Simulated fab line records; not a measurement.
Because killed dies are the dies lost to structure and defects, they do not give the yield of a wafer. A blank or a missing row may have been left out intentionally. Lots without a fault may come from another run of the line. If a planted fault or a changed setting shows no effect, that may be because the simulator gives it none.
Which of the tools did it? | flow sky130 | 11 lots, 33 wafers sampled, at 5 steps of a route of 708

== WHAT THE GAUGES READ, wafer by wafer ==
No reading from a measuring or inspecting step in the record can be judged against a usual standard deviation.

== WHICH TOOL RAN EACH LOT (tool, then ch and the chambers of the sampled wafers, then the start) ==
lot  | SKY_VIA1_SPUTTER_20         | SKY_VIA1_CVD_21              | SKY_METAL2_ETCH_18               | SKY_METAL2_METAL_ETCH_19         | SKY_PAD_OPEN_PROBE_99
L677 | pvdSputter-03, day 34 02:26 | cvdW-01 ch 0,1, day 34 02:32 | rieMetal-02 ch 0,1, day 35 06:28 | rieMetal-02 ch 0,1, day 35 06:32 | prober-02, day 45 19:05
L679 | pvdSputter-02, day 34 11:56 | cvdW-02 ch 0,1, day 34 12:00 | rieMetal-01 ch 0,1, day 35 15:28 | rieMetal-01 ch 0,1, day 35 15:32 | prober-01, day 46 02:50
L678 | pvdSputter-03, day 34 14:35 | cvdW-01 ch 0,1, day 34 14:39 | rieMetal-01 ch 0,1, day 35 18:41 | rieMetal-01 ch 0,1, day 35 18:46 | prober-02, day 46 04:03
L680 | pvdSputter-03, day 35 18:55 | cvdW-02 ch 0,1, day 35 18:59 | rieMetal-02 ch 0,1, day 36 22:10 | rieMetal-02 ch 0,1, day 36 22:14 | prober-02, day 47 02:00
L682 | pvdSputter-01, day 36 01:41 | cvdW-01 ch 0,1, day 36 01:45 | rieMetal-03 ch 0,1, day 37 04:59 | rieMetal-03 ch 0,1, day 37 05:04 | prober-01, day 47 08:41
L684 | pvdSputter-03, day 36 16:24 | cvdW-02 ch 0,1, day 36 16:28 | rieMetal-03 ch 0,1, day 37 19:05 | rieMetal-03 ch 0,1, day 37 19:10 | prober-01, day 47 19:04
L686 | pvdSputter-03, day 37 04:53 | cvdW-02 ch 0,1, day 37 04:57 | rieMetal-02 ch 0, day 38 06:59   | rieMetal-02 ch 0, day 38 07:06   | prober-01, day 48 04:26
L694 | pvdSputter-01, day 39 09:39 | cvdW-02 ch 0,1, day 39 09:43 | rieMetal-01 ch 0,1, day 40 10:47 | rieMetal-01 ch 0,1, day 40 10:52 | prober-01, day 49 20:25
L695 | pvdSputter-03, day 39 15:00 | cvdW-01 ch 0,1, day 39 15:04 | rieMetal-01 ch 0,1, day 40 16:23 | rieMetal-01 ch 0,1, day 40 16:28 | prober-02, day 49 22:17
L697 | pvdSputter-02, day 40 01:41 | cvdW-01 ch 0,1, day 40 01:46 | rieMetal-03 ch 1, day 41 02:51   | rieMetal-03 ch 1, day 41 02:59   | prober-01, day 50 06:48
L698 | pvdSputter-01, day 40 14:01 | cvdW-01 ch 0,1, day 40 14:06 | rieMetal-02 ch 0,1, day 41 15:04 | rieMetal-02 ch 0,1, day 41 15:08 | prober-02, day 50 15:40
- SKY_VIA1_SPUTTER_20: material TiN, target thk 20 nm, time 80 s.
- SKY_VIA1_CVD_21: deposits W, target thk 270 nm, time 80.902 s.
- SKY_METAL2_ETCH_18: etches BARC in N2/H2, stops on SiO2, time 45.9 s, target depth 60 nm.
- SKY_METAL2_METAL_ETCH_19: etches the open film in Cl2/BCl3, stops on SiO2, target depth 360 nm, time 78 s.
- SKY_PAD_OPEN_PROBE_99

== AS READ BY THE TOOLS THEMSELVES (means over the sampled wafers that have a number; for cases with no such wafer, the mark the record gives instead) ==
SKY_VIA1_SPUTTER_20. Usual: 29.9 % for throttleValvePct, sd 0.9.
lot  | tool          | throttleValvePct (%) | flag
L677 | pvdSputter-03 | 29.2                 | 
L679 | pvdSputter-02 | 30.3                 | 
L678 | pvdSputter-03 | 29.3                 | 
L680 | pvdSputter-03 | 29.4                 | 
L682 | pvdSputter-01 | 29.8                 | 
L684 | pvdSputter-03 | 29.5                 | 
L686 | pvdSputter-03 | 29.3                 | 
L694 | pvdSputter-01 | 29.6                 | 
L695 | pvdSputter-03 | 29.2                 | 
L697 | pvdSputter-02 | 30.2                 | 
L698 | pvdSputter-01 | 28.9                 | 

SKY_VIA1_CVD_21. Usual: 898 W for heaterPowerW, sd 56.
lot  | tool    | heaterPowerW (W) | flag
L677 | cvdW-01 | 946              | 
L679 | cvdW-02 | 844              | 
L678 | cvdW-01 | 946              | 
L680 | cvdW-02 | 875              | 
L682 | cvdW-01 | 960              | 
L684 | cvdW-02 | 845              | 
L686 | cvdW-02 | 862              | 
L694 | cvdW-02 | 872              | 
L695 | cvdW-01 | 914              | 
L697 | cvdW-01 | 933              | 
L698 | cvdW-01 | 940              | 

SKY_METAL2_ETCH_18. Usual: drypumpMotorCurrentA 5.7 A, standard deviation 0.53; heBacksideLeakSccm 3.4 sccm, standard deviation 0.35; oesProductAu 0.854 a.u., standard deviation 0.0049; rfFwdPowerW 494.8 W, standard deviation 2.7; throttleValvePct 13.225 %, standard deviation 0.0089.
lot  | tool        | drypumpMotorCurrentA (A) | heBacksideLeakSccm (sccm) | oesProductAu (a.u.) | rfFwdPowerW (W) | throttleValvePct (%) | flag
L677 | rieMetal-02 | 6.4                      | 3.3                       | 0.853               | 492.6           | 13.232               | 
L679 | rieMetal-01 | 5.2                      | 3.5                       | 0.857               | 496.5           | 13.227               | 
L678 | rieMetal-01 | 5.2                      | 3.3                       | 0.859               | 496.6           | 13.216               | 
L680 | rieMetal-02 | 6.4                      | 3.4                       | 0.856               | 491.9           | 13.232               | 
L682 | rieMetal-03 | 5.2                      | 3.3                       | 0.852               | 493.6           | 13.219               | 
L684 | rieMetal-03 | 5.5                      | 3.2                       | 0.853               | 495.7           | 13.223               | 
L686 | rieMetal-02 | 6.5                      | 3.5                       | 0.848               | 491.6           | 13.233               | 
L694 | rieMetal-01 | 5.3                      | 3.5                       | 0.846               | 416.1           | 13.226               | OFF
L695 | rieMetal-01 | 5.2                      | 3.4                       | 0.852               | 416.5           | 13.218               | OFF
L697 | rieMetal-03 | 5.7                      | 3.1                       | 0.852               | 499.6           | 13.221               | 
L698 | rieMetal-02 | 6.4                      | 3.3                       | 0.855               | 492.3           | 13.223               | 

SKY_METAL2_METAL_ETCH_19. Usual: drypumpMotorCurrentA 5.7 A, standard deviation 0.53; heBacksideLeakSccm 3.36 sccm, standard deviation 0.22; oesProductAu 0.855 a.u., standard deviation 0.0067; rfFwdPowerW 894 W, standard deviation 3.6; throttleValvePct 22.264 %, standard deviation 0.0093.
lot  | tool        | drypumpMotorCurrentA (A) | heBacksideLeakSccm (sccm) | oesProductAu (a.u.) | rfFwdPowerW (W) | throttleValvePct (%) | flag
L677 | rieMetal-02 | 6.4                      | 3.28                      | 0.856               | 892             | 22.259               | 
L679 | rieMetal-01 | 5.2                      | 3.58                      | 0.855               | 894             | 22.255               | 
L678 | rieMetal-01 | 5.2                      | 3.32                      | 0.867               | 896             | 22.259               | 
L680 | rieMetal-02 | 6.4                      | 3.36                      | 0.863               | 889             | 22.260               | 
L682 | rieMetal-03 | 5.3                      | 3.25                      | 0.850               | 894             | 22.267               | 
L684 | rieMetal-03 | 5.5                      | 3.13                      | 0.847               | 897             | 22.262               | 
L686 | rieMetal-02 | 6.5                      | 3.45                      | 0.860               | 891             | 22.265               | 
L694 | rieMetal-01 | 5.3                      | 3.56                      | 0.849               | 896             | 22.268               | 
L695 | rieMetal-01 | 5.2                      | 3.94                      | 0.856               | 894             | 22.259               | 
L697 | rieMetal-03 | 5.7                      | 3.20                      | 0.851               | 896             | 22.271               | 
L698 | rieMetal-02 | 6.4                      | 3.43                      | 0.858               | 891             | 22.263               | 

SKY_PAD_OPEN_PROBE_99. Usual: defectLimitedYield 82.6 %, standard deviation 1.7; killed_at_M0_to_M3 42, standard deviation 6.4; killed_at_M4_up 3.2, standard deviation 1.9; killedAtContacts 24, standard deviation 4.8; killedAtFrontEnd 16, standard deviation 4.4; killedAtOther 0.3, standard deviation 0.55; killedDies 86, standard deviation 8.6; killedOpen 46, standard deviation 6.6; killedShort 39, standard deviation 5.7; sort_bin_3_pad_short 0.8 %, standard deviation 0.41; sort_bin_5_function 10.3 %, standard deviation 1.5; sort_bin_6_memory 6.3 %, standard deviation 1; sortNPass 406, standard deviation 8.6; sortYieldPct 82.6 %, standard deviation 1.7.
lot  | tool      | defectLimitedYield (%) | killed_at_M0_to_M3 | killed_at_M4_up | killedAtContacts | killedAtFrontEnd | killedAtOther | killedDies | killedOpen | killedShort | sort_bin_3_pad_short (%) | sort_bin_5_function (%) | sort_bin_6_memory (%) | sortNPass | sortYieldPct (%) | flag
L677 | prober-02 | 83.1                   | 42                 | 3.0             | 22               | 17               | 0.0           | 83         | 46         | 36          | 0.9                      | 9.9                     | 6.1                   | 409       | 83.1             | 
L679 | prober-01 | 80.5                   | 47                 | 4.7             | 18               | 26               | 0.0           | 96         | 49         | 47          | 0.7                      | 11.7                    | 7.0                   | 396       | 80.5             | 
L678 | prober-02 | 81.4                   | 43                 | 2.3             | 24               | 21               | 0.3           | 91         | 46         | 44          | 1.0                      | 10.4                    | 7.1                   | 401       | 81.4             | 
L680 | prober-02 | 82.7                   | 41                 | 3.3             | 23               | 17               | 0.7           | 85         | 46         | 38          | 0.6                      | 10.1                    | 6.6                   | 407       | 82.7             | 
L682 | prober-01 | 82.5                   | 43                 | 5.0             | 23               | 15               | 0.3           | 86         | 44         | 40          | 1.1                      | 9.9                     | 6.5                   | 406       | 82.5             | 
L684 | prober-01 | 81.5                   | 47                 | 4.0             | 27               | 14               | 0.0           | 91         | 49         | 41          | 0.6                      | 10.5                    | 7.4                   | 401       | 81.5             | 
L686 | prober-01 | 83.5                   | 31                 | 1.7             | 26               | 21               | 1.3           | 81         | 40         | 40          | 1.3                      | 10.1                    | 5.0                   | 411       | 83.5             | 
L694 | prober-01 | 82.6                   | 45                 | 2.3             | 26               | 12               | 0.0           | 86         | 46         | 39          | 0.9                      | 10.2                    | 6.4                   | 406       | 82.6             | 
L695 | prober-02 | 83.3                   | 37                 | 2.0             | 26               | 16               | 0.7           | 82         | 45         | 37          | 0.6                      | 9.4                     | 6.8                   | 410       | 83.3             | 
L697 | prober-01 | 83.0                   | 40                 | 5.0             | 21               | 17               | 0.3           | 84         | 46         | 38          | 0.8                      | 9.3                     | 6.9                   | 408       | 83.0             | 
L698 | prober-02 | 82.0                   | 46                 | 2.7             | 21               | 19               | 0.7           | 89         | 51         | 37          | 0.6                      | 10.6                    | 6.8                   | 403       | 82.0             | 

== THE ANSWER, worked out from the rows above alone ==
Rule: a lot counts as off when the mean over its wafers that have a number is more than 3 standard deviations away from the usual mean. Also off: a lot with no number at a reading for which 4 or more lots have one. Where the step has rows for the other lots, those lots are counted as sound. After the gauges, taken in route order, come the tools' own readings; for these a lot's mean is taken, as printed above. The first step at which some lot is off is used, and at that step the reading that is off furthest; a lot without a number counts as furthest.
Off: L694, L695, at SKY_METAL2_ETCH_18 (rfFwdPowerW).
If a tool, at that step or one of the process steps before it, ran each lot that is off and ran no sound lot following the first of them, it fits. One fits: SKY_METAL2_ETCH_18 on rieMetal-01. A fault onset in the window from L678 (day 35 18:41, its last sound lot) to L694 (day 40 10:47, its first lot off) fits.
The tool's own readings at SKY_METAL2_ETCH_18 bear it out: on the lots that are off they differ by more than 5 times the standard deviation of the sound lots' means. rfFwdPowerW reads 416.3 W there against 494.5 W on the sound lots.

== WHAT THE SIMULATOR PUT IN ==
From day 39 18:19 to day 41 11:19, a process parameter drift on rieMetal-01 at SKY_METAL2_ETCH_18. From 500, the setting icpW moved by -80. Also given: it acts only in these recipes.
Shown lots that were struck: L694, L695. The rule given above showed the same thing.
